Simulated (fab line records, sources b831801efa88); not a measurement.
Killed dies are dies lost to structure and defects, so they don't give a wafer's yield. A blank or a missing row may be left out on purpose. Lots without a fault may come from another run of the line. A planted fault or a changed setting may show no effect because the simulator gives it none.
Which tool did it? | flow gf180mcu | 12 lots, 36 wafers sampled, at 5 steps of a route of 602

WHAT THE GAUGES READ, wafer by wafer
GF_CONTACT_OVL_MEAS_15. Usual: CONTACT_OVL 3 nm, standard deviation 5.8.
lot  | measured     | on         | CONTACT_OVL (nm) | flag
L131 | day 15 23:38 | overlay-01 | 4 2 4            |
L136 | day 17 22:02 | overlay-01 | 6 4 16           |
L137 | day 18 06:17 | overlay-01 | 7 5 9            |
L138 | day 18 14:32 | overlay-01 | 2 -1 -4          |
L142 | day 20 06:35 | overlay-02 | 1 -7 -7          |
L143 | day 20 10:53 | overlay-01 | -4 -1 8          |
L146 | day 21 12:08 | overlay-02 | -1 -2 -1         |
L147 | day 21 17:26 | overlay-01 | 11 5 7           |
L148 | day 22 03:47 | overlay-01 | -9 -12 -4        |
L149 | day 22 15:06 | overlay-02 | 8 2 8            |
L150 | day 22 20:36 | overlay-02 | -2 -3 -6         |
L151 | day 23 19:20 | overlay-01 | 4 4 -6           |

GF_M1_RS_MEAS_05: measures by four-point-probe. Usual: M1_ALCU_RS 0.0697 ohm/sq, standard deviation 0.00073.
lot  | measured     | on            | M1_ALCU_RS (ohm/sq)  | flag
L131 | day 16 01:04 | film_metro-01 | 0.0713 0.0705 0.0710 |
L136 | day 18 00:28 | film_metro-02 | 0.0697 0.0694 0.0689 |
L137 | day 18 07:58 | film_metro-03 | 0.0694 0.0688 0.0696 |
L138 | day 18 15:56 | film_metro-01 | 0.0690 0.0691 0.0702 |
L142 | day 20 08:00 | film_metro-02 | 0.0703 0.0704 0.0702 |
L143 | day 20 12:19 | film_metro-01 | 0.0697 0.0694 0.0696 |
L146 | day 21 13:37 | film_metro-02 | 0.0688 0.0697 0.0695 |
L147 | day 21 18:50 | film_metro-01 | 0.0695 0.0700 0.0702 |
L148 | day 22 05:12 | film_metro-01 | 0.0699 0.0705 0.0692 |
L149 | day 22 16:32 | film_metro-02 | 0.0694 0.0712 0.0692 |
L150 | day 22 22:02 | film_metro-03 | 0.0705 0.0692 0.0691 |
L151 | day 23 20:44 | film_metro-02 | 0.0691 0.0693 0.0695 |

GF_M1_CD_MEAS_14: target cd 230 nm. Usual: cd_nm 230.3 nm, standard deviation 1.2.
lot  | measured     | on        | cd_nm (nm)                          | flag
L131 | day 17 00:08 | cd_sem-02 | 229.5 228.6 229.9                   |
L136 | day 19 00:52 | cd_sem-01 | 232.0 233.7 234.2                   |
L137 | day 19 08:11 | cd_sem-01 | 230.5 229.8 229.3                   |
L138 | day 19 16:31 | cd_sem-01 | 232.7 230.8 232.1                   |
L142 | day 21 07:56 | cd_sem-01 | 229.7 229.4 229.9                   |
L143 | day 21 11:58 | cd_sem-02 | 231.5 231.7 232.0                   |
L146 | day 22 12:42 | cd_sem-02 | 229.4 228.2 230.0                   |
L147 | day 22 17:45 | cd_sem-01 | 237.0 236.6 238.0 237.1 236.3 238.1 | OFF
L148 | day 23 04:00 | cd_sem-01 | 237.5 238.5 237.3 237.3 238.8 237.0 | OFF
L149 | day 23 15:01 | cd_sem-01 | 235.9 235.7 235.6 235.5 236.1 235.3 | OFF
L150 | day 23 20:13 | cd_sem-02 | 231.6 231.5 231.5                   |
L151 | day 24 18:33 | cd_sem-01 | 234.5 234.1 233.5                   | OFF

WHICH TOOL RAN EACH LOT (tool, then ch and the chambers of the sampled wafers, then the start)
lot  | GF_M1_SPUTTER_03             | GF_M1_EXPOSE_11
L131 | pvd_sputter-03, day 16 00:59 | krf_scanner-02 ch 0, day 16 12:28
L136 | pvd_sputter-01, day 18 00:25 | krf_scanner-01 ch 0, day 18 13:11
L137 | pvd_sputter-01, day 18 07:53 | krf_scanner-02 ch 0, day 18 20:30
L138 | pvd_sputter-01, day 18 15:52 | krf_scanner-02 ch 0, day 19 04:16
L142 | pvd_sputter-02, day 20 07:55 | krf_scanner-01 ch 0, day 20 20:31
L143 | pvd_sputter-02, day 20 12:16 | krf_scanner-01 ch 0, day 21 00:52
L146 | pvd_sputter-03, day 21 13:34 | krf_scanner-02 ch 0, day 22 01:54
L147 | pvd_sputter-03, day 21 18:47 | krf_scanner-02 ch 0, day 22 06:36
L148 | pvd_sputter-03, day 22 05:08 | krf_scanner-02 ch 0, day 22 16:58
L149 | pvd_sputter-03, day 22 16:26 | krf_scanner-02 ch 0, day 23 03:54
L150 | pvd_sputter-01, day 22 21:56 | krf_scanner-01 ch 0, day 23 08:55
L151 | pvd_sputter-01, day 23 20:40 | krf_scanner-02 ch 0, day 24 07:32
- GF_M1_SPUTTER_03: material Ti, target thk 10 nm, time 6.7 s.
- GF_M1_EXPOSE_11: exposes mask Metal1, target cd 230 nm.

WHAT THE TOOLS THEMSELVES READ (means of the sampled wafers that have a number; where no wafer has one, the mark that the record gives instead)
GF_M1_SPUTTER_03. Usual: throttle_valve_pct 29.8 %, standard deviation 1.5.
lot  | tool           | throttle_valve_pct (%) | flag
L131 | pvd_sputter-03 | 29.4                   |
L136 | pvd_sputter-01 | 29.9                   |
L137 | pvd_sputter-01 | 29.6                   |
L138 | pvd_sputter-01 | 29.2                   |
L142 | pvd_sputter-02 | 30.7                   |
L143 | pvd_sputter-02 | 31.1                   |
L146 | pvd_sputter-03 | 29.0                   |
L147 | pvd_sputter-03 | 29.5                   |
L148 | pvd_sputter-03 | 29.7                   |
L149 | pvd_sputter-03 | 29.5                   |
L150 | pvd_sputter-01 | 29.9                   |
L151 | pvd_sputter-01 | 29.4                   |

GF_M1_EXPOSE_11. Usual: exposure_dose_mJ_cm2 28.005, standard deviation 0.026.
lot  | tool           | exposure_dose_mJ_cm2 | flag
L131 | krf_scanner-02 | 27.977               |
L136 | krf_scanner-01 | 27.995               |
L137 | krf_scanner-02 | 28.011               |
L138 | krf_scanner-02 | 27.985               |
L142 | krf_scanner-01 | 27.988               |
L143 | krf_scanner-01 | 28.018               |
L146 | krf_scanner-02 | 27.987               |
L147 | krf_scanner-02 | 26.566               | OFF
L148 | krf_scanner-02 | 26.555               | OFF
L149 | krf_scanner-02 | 26.874               | OFF
L150 | krf_scanner-01 | 27.992               |
L151 | krf_scanner-02 | 27.248               | OFF

THE ANSWER, worked out from the rows above alone
Rule: a lot is off if the mean of its wafers that have a number lies more than 3 standard deviations from the usual mean. A lot without any number at a reading at which 4 lots or more have one is off too. The other lots that the step has rows for count as sound. The gauges are gone through in route order, then the tools' own readings, and for those a lot's mean is taken as printed above. The first step at which some lot is off is used, and at that step the reading that is off furthest; a lot without a number counts as furthest.
Off: L147, L148, L149, L151, at GF_M1_CD_MEAS_14 (cd_nm).
A tool fits if, at a process step before that reading, it ran every lot that is off, and no sound lot after the first of them. The gauges at GF_M1_CD_MEAS_14 aren't tried: what is off there is off at GF_M1_EXPOSE_11 too, on other tools, and a gauge's error can't cause that. One fits: krf_scanner-02 at GF_M1_EXPOSE_11. Its last sound lot is L146 (day 22 01:54), its first lot that is off L147 (day 22 06:36): a fault that began between those two fits.
The tool's own readings at GF_M1_EXPOSE_11 bear it out: on the lots that are off they differ by more than 5 times the standard deviation of the sound lots' means. exposure_dose_mJ_cm2 reads 26.811 there against 27.994 on the sound lots.

WHAT THE SIMULATOR HAD PUT IN
Process parameter drift: krf_scanner-02, from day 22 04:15 on, at GF_M1_EXPOSE_11. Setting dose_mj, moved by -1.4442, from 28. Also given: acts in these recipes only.
Lots struck among those shown: L147, L148, L149, L151. The rule above found the same.
